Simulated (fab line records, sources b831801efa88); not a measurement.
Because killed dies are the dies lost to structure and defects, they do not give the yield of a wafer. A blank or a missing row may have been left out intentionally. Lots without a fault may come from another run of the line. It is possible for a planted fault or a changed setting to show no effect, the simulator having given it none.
Split-lot trial + flow sfq line + 5 lots, 23 wafers read, on a route of 325 steps

## THE SPLIT ITSELF
At SFQ_TRILAYER_R5_DEP_SPUTTER_133 (material MoNx, target thk 40 nm, time 66.7 s), the setting power w was moved away from the recipe's 1000 W on 9 of the 23 wafers read, by -9.4% to +5.7%. All remaining wafers had this setting at the recipe value.

## FROM THE SPLIT TO THE READING: what the file shows between them, 2 steps
- SFQ_TRILAYER_R5_DEP_SPUTTER_134: material Ti, target thk 5 nm, time 5 s
- SFQ_R5_RS_MEAS_933: measures by four-point-probe

## THE READING
R5_MONX_THK, in nm, at SFQ_R5_THK_MEAS_934 (measures by xrf). On this fab line, fault-free wafers typically give 39.8 nm with a standard deviation of 0.57 nm.

| wafer  | tool, chamber at the split | power w as run, W | against the recipe | R5_MONX_THK, nm | against lot-mates on the recipe |
|--------|----------------------------|-------------------|--------------------|-----------------|---------------------------------|
| L075.1 | pvd sputter-05, -          | 1000              | recipe             | 40.8            | -                               |
| L075.3 | pvd sputter-05, -          | 1057              | +5.7%              | 42.2            | +1.4                            |
| L075.4 | pvd sputter-05, -          | 1000              | recipe             | 40.4            | -                               |
| L075.5 | pvd sputter-05, -          | 1057              | +5.7%              | 42.9            | +2.1                            |
| L075.6 | pvd sputter-05, -          | 1000              | recipe             | 41.1            | -                               |
| L076.1 | pvd sputter-05, -          | 906.2             | -9.4%              | 35.6            | -4.5                            |
| L076.2 | pvd sputter-05, -          | 1000              | recipe             | 40.1            | -                               |
| L076.3 | pvd sputter-05, -          | 1000              | recipe             | 40.4            | -                               |
| L076.5 | pvd sputter-05, -          | 906.2             | -9.4%              | 36.9            | -3.2                            |
| L076.6 | pvd sputter-05, -          | 1000              | recipe             | 39.8            | -                               |
| L077.1 | pvd sputter-06, -          | 1000              | recipe             | 39.7            | -                               |
| L077.2 | pvd sputter-06, -          | 969.6             | -3.0%              | 37.7            | -1.8                            |
| L077.3 | pvd sputter-06, -          | 1000              | recipe             | 39.3            | -                               |
| L077.4 | pvd sputter-06, -          | 969.6             | -3.0%              | 38.0            | -1.5                            |
| L077.6 | pvd sputter-06, -          | 969.6             | -3.0%              | 37.7            | -1.8                            |
| L080.1 | pvd sputter-04, -          | 1000              | recipe             | 40.0            | -                               |
| L080.2 | pvd sputter-04, -          | 1000              | recipe             | 39.8            | -                               |
| L080.3 | pvd sputter-04, -          | 1000              | recipe             | 39.0            | -                               |
| L080.5 | pvd sputter-04, -          | 944.5             | -5.5%              | 38.0            | -1.6                            |
| L080.6 | pvd sputter-04, -          | 944.5             | -5.5%              | 37.2            | -2.4                            |
| L082.3 | pvd sputter-06, -          | 1000              | recipe             | 39.5            | -                               |
| L082.5 | pvd sputter-06, -          | 1000              | recipe             | 39.2            | -                               |
| L082.6 | pvd sputter-06, -          | 1000              | recipe             | 39.7            | -                               |

FIT RESULTS
A straight line over all 23 wafers: R5_MONX_THK changes by +0.431 nm for each +1% of power w; r = +0.93; the points scatter about the line by 0.63 nm.
The same after taking each lot's own level away (the mean of its wafers on the recipe; 23 wafers): +0.385 nm for each +1%; r = +0.96; scatter 0.42 nm.
According to that fit, moving power w by its largest amount changes the reading by 3.6 nm.
The span of the lots' own levels, 39.47 to 40.77 nm, comes to 2.3 times the standard deviation stated above.
In other words, the slope is changed by the lot-to-lot level; the two fits disagree.
Check: -3.44 nm against its lot-mates is what the line predicts for one of the wafers moved furthest among these (-9.4%) when that wafer is left out of the fit. It came out at -4.5 nm against them.

## FURTHER SPLITS ON THESE WAFERS
Other splits were also applied to these wafers ahead of the reading. Each is held against what the fit with the lots' levels taken away leaves over:
| other split on the same wafers                  | wafers away from the commonest value | r with R5_MONX_THK (lot level and that fit taken away) |
|-------------------------------------------------|--------------------------------------|--------------------------------------------------------|
| SFQ_TRILAYER_JJ_TRILAYER_DEP_SPUTTER_112 time s | 5                                    | -0.23                                                  |
| SFQ_TRILAYER_JJ_CE_LITHO_EXPOSE_115 dose mj     | 5                                    | +0.19                                                  |
| SFQ_TRILAYER_JJ_CE_BARC_OPEN_RIE_150 icp w      | 6                                    | +0.40                                                  |
| SFQ_TRILAYER_M5_LITHO_COAT_123 spin rpm         | 11                                   | +0.30                                                  |

## THE WHOLE CHAIN: every reading that the file lists as answering this split, in the file's order
| step                            | what it does                                 | reading                                                                                     | change (the file's fit)               | r (the file's) |
|---------------------------------|----------------------------------------------|---------------------------------------------------------------------------------------------|---------------------------------------|----------------|
| SFQ_TRILAYER_R5_DEP_SPUTTER_133 | material MoNx, target thk 40 nm, time 66.7 s | MoNx_of_TRILAYER_R5_DEP_SPUTTER_133.thk nm (the simulator's own value, which no gauge read) | +0.399 nm for each +1% of the setting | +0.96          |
| SFQ_R5_RS_MEAS_933              | measures by four-point-probe                 | R5_MONX_RS                                                                                  | -0.07 for each +1% of the setting     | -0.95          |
| SFQ_R5_THK_MEAS_934             | measures by xrf                              | R5_MONX_THK                                                                                 | +0.389 for each +1% of the setting    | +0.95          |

## FILE'S OWN FIT
R5_MONX_THK changes by +0.389 nm for each +1% of power w, r = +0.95.
